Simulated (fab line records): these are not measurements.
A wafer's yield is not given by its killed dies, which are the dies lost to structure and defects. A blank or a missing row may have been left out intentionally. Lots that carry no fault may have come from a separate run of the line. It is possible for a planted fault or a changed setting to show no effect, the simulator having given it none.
A struck lot beside a sound one    flow sky130    44 out of 708 route steps
Sound: these wafers, L689.2, L689.3, L689.5. Struck: wafer L684.1 (left out: L684.3, L684.5 of the same lot, which were not struck); the cause appears at the end.
For every step that has rows: the tool of each side, followed by ch and its chambers, followed by its first start. Under that, the readings that differ: sound wafers    struck wafers    difference of the means    sigmas: that difference in standard deviations of wafers without a fault.
alike: same words and numbers on both sides, and readings whose means sit less than 2 such deviations apart. not compared: any withheld reading, any reading some wafer has no value for, any bound like >300 that may hide the same value, and any number with overlapping values for which the record gives no deviation.
The two part at a step that has a row with sigmas, a row that says differs or no value, or rows on one side only. Non-overlapping numbers with no deviation appear without sigmas and do not part them. A reading that every wafer of one side lacks parts them only if that side has two wafers or more.

first, 4 steps without rows for these wafers: SKY_VIA2_CLEAN_18 (cleans in IPA, time 180 s); SKY_VIA2_CLEAN_19 (cleans in O3/DIW); SKY_VIA2_SPUTTER_20 (material TiN, target thk 20 nm, time 80 s); SKY_VIA2_CVD_21 (deposits W, target thk 420 nm, time 126.4 s).
SKY_VIA2_RS_MEAS_22: measurement is done with a four-point probe.
  sound: film metro-04 at day 41 06:13; struck: film metro-04 at day 39 19:48
reading             sound                 struck  difference  sigmas
VIA2_W_RS (ohm/sq)  0.2737 0.2764 0.2802  0.2714  -0.0054     -2
SKY_VIA2_THK_MEAS_23: measures by xrf.
  sound: film metro-04 at day 41 06:20; struck: film metro-04 at day 39 19:55
  alike: VIA2_W_THK
then, 1 step without rows for these wafers: SKY_VIA2_CMP_24 (polishes, stops on SiO2, t overpolish 20 s, target thk 0 nm).
SKY_METAL3_SPUTTER_00: material Ti, target thk 15 nm, time 10 s.
  sound: pvd sputter-03 at day 41 06:41; struck: pvd sputter-02 at day 39 20:17
reading                 sound           struck  difference  sigmas
throttle valve pct (%)  30.4 28.7 30.1  26.4    -3.3        -2
  alike: chamber pressure pa
then, 1 step without rows for these wafers: SKY_METAL3_SPUTTER_01 (material TiN, target thk 20 nm, time 16.7 s).
SKY_METAL3_SPUTTER_02: material AlCu, target thk 735 nm, time 39.1 s.
  sound: pvd sputter-03 at day 41 06:44; struck: pvd sputter-02 at day 39 20:20
reading                 sound           struck  difference  sigmas
throttle valve pct (%)  30.2 28.7 29.9  26.5    -3.1        -2
  alike: chamber pressure pa
then, 1 step without rows for these wafers: SKY_METAL3_SPUTTER_03 (material Ti, target thk 5 nm, time 3.3 s).
SKY_METAL3_SPUTTER_04: material TiN, target thk 70 nm, time 58.3 s.
  sound: pvd sputter-03 at day 41 06:47; struck: pvd sputter-02 at day 39 20:23
reading                 sound           struck  difference  sigmas
throttle valve pct (%)  30.2 28.9 29.7  26.3    -3.3        -2
  alike: chamber pressure pa
SKY_CAPM_CVD_00: deposits SiO2, target thk 15.5 nm.
  sound on pecvd-03 ch 0,1,2, day 41 06:50; struck on pecvd-02 ch 1, day 39 20:26
reading                                sound              struck  difference  sigmas
rf fwd power W (W)                     439.7 441.3 442.0  369.3   -71.7       -33
model.SiO2_of_CAPM_CVD_00.thk nm (nm)  15.48 15.16 15.41  14.83   -0.52       
  alike: heater power w
SKY_CAPM_THK_MEAS_01:
  sound: film metro-02 at day 41 06:52; struck: film metro-02 at day 39 20:28
reading               sound              struck  difference  sigmas
CAPM_CVD_00_THK (nm)  15.48 15.13 15.45  14.80   -0.55       -2
SKY_CAPM_SPUTTER_02: material TiN, target thk 200 nm, time 166.7 s.
  sound: pvd sputter-01 at day 41 06:55; struck: pvd sputter-04 at day 39 20:31
  alike: chamber pressure pa, throttle valve pct
SKY_CAPM_RS_MEAS_03: measurement is done with a four-point probe.
  sound: film metro-01 at day 41 07:03; struck: film metro-04 at day 39 20:38
  alike: CAPM_TIN_RS
SKY_CAPM_THK_MEAS_04: measures by xrf.
  sound: film metro-01 at day 41 07:10; struck: film metro-04 at day 39 20:45
  alike: CAPM_TIN_THK
then, 7 steps without rows for these wafers: SKY_CAPM_DEHYDRATE_05 (time 60 s); SKY_CAPM_HMDS_06 (prime time 60 s); SKY_CAPM_COAT_07 (resist thk 1140 nm); SKY_CAPM_SOFTBAKE_08 (time 60 s); SKY_CAPM_EXPOSE_09 (exposes mask CAPM, target cd 1000 nm); SKY_CAPM_PEB_10; SKY_CAPM_DEVELOP_11 (develop time 60 s).
SKY_CAPM_OVL_MEAS_12:
  sound: overlay-02 at day 42 05:56; struck: overlay-02 at day 40 20:49
  alike: CAPM_OVL
then, 1 step without rows for these wafers: SKY_CAPM_METAL_ETCH_13 (etches TiN in Cl2/BCl3, stops on SiO2, target depth 220 nm, time 62.9 s).
SKY_CAPM_STRIP_14: strips in O2/N2.
  sound on plasma asher-02 ch 0,1, day 42 06:02; struck on plasma asher-03 ch 0, day 40 20:56
  alike: drypump motor current A, oes product au, strip time to endpoint s
  not compared: rf hours counter h
then, 11 steps without rows for these wafers: SKY_CAPM_STRIP_15 (strips in post etch residue remover, time 1200 s); SKY_CAPM_CLEAN_16 (cleans in IPA, time 180 s); SKY_CAPM_CLEAN_17 (cleans in O3/DIW); SKY_METAL3_DEHYDRATE_05 (time 60 s); SKY_METAL3_HMDS_06 (prime time 60 s); SKY_METAL3_COAT_07 (resist thk 60 nm); SKY_METAL3_COAT_08 (resist thk 1140 nm); SKY_METAL3_SOFTBAKE_09 (time 90 s); SKY_METAL3_EXPOSE_10 (exposes mask MM3, target cd 300 nm); SKY_METAL3_PEB_11; SKY_METAL3_DEVELOP_12 (develop time 60 s).
SKY_METAL3_CD_MEAS_13 targets a cd of 300 nm.
  sound: cd sem-01 at day 43 06:28; struck: cd sem-01 at day 41 21:40
  alike: cd nm
SKY_METAL3_OVL_MEAS_14:
  sound: overlay-01 at day 43 06:34; struck: overlay-01 at day 41 21:47
  alike: METAL3_OVL
then, 2 steps without rows for these wafers: SKY_METAL3_DESCUM_15 (chemistry O2, time 8 s); SKY_METAL3_ETCH_16 (etches BARC in N2/H2, stops on SiO2, time 88.2 s, target depth 60 nm).
SKY_METAL3_ETCH_17: etches SiO2 in C4F8/O2/Ar, stops on TiN, time 3.9 s, target depth 15 nm.
  sound on rie diel-01 ch 0,2,3, day 43 06:43; struck on rie diel-04 ch 3, day 41 21:57
reading                   sound              struck  difference  sigmas
oes product au (a.u.)     0.752 0.751 0.749  0.736   -0.015      -2
model.etch.depth nm (nm)  15.48 15.16 15.41  14.83   -0.52       
-- the record jumps here: 7 days lie between the struck wafers' starts before and after (it left off in module METAL3 and takes up again in module PAD_OPEN, whose first step shown is number 708 of the route) --
SKY_PAD_OPEN_PROBE_99:
  sound: prober-01 at day 49 15:41; struck: prober-02 at day 48 11:51
reading                               sound                 struck  difference  sigmas
killed at other                       0 1 1                 2       +1          +3
model.etest.cap mim.bv v (V)          13.88 13.56 13.47     13.16   -0.48       
model.etest.cap mim.leak log10 a cm2  -9.023 -8.893 -8.819  -8.762  +0.150      
model.etest.cap mim.c ff um2          2.329 2.384 2.349     2.454   +0.100      
  alike: defect limited yield, killed_at_M0_to_M3, killed_at_M4_up, killed at contacts, killed at front end, killed dies, killed open, killed short, sort_bin_3_pad_short, sort_bin_5_function, sort_bin_6_memory, sort n pass, sort yield pct

WHERE THEY PART
At SKY_VIA2_RS_MEAS_22 first; at SKY_PAD_OPEN_PROBE_99 last (within this record only).

WHY: what had been put in by the simulator
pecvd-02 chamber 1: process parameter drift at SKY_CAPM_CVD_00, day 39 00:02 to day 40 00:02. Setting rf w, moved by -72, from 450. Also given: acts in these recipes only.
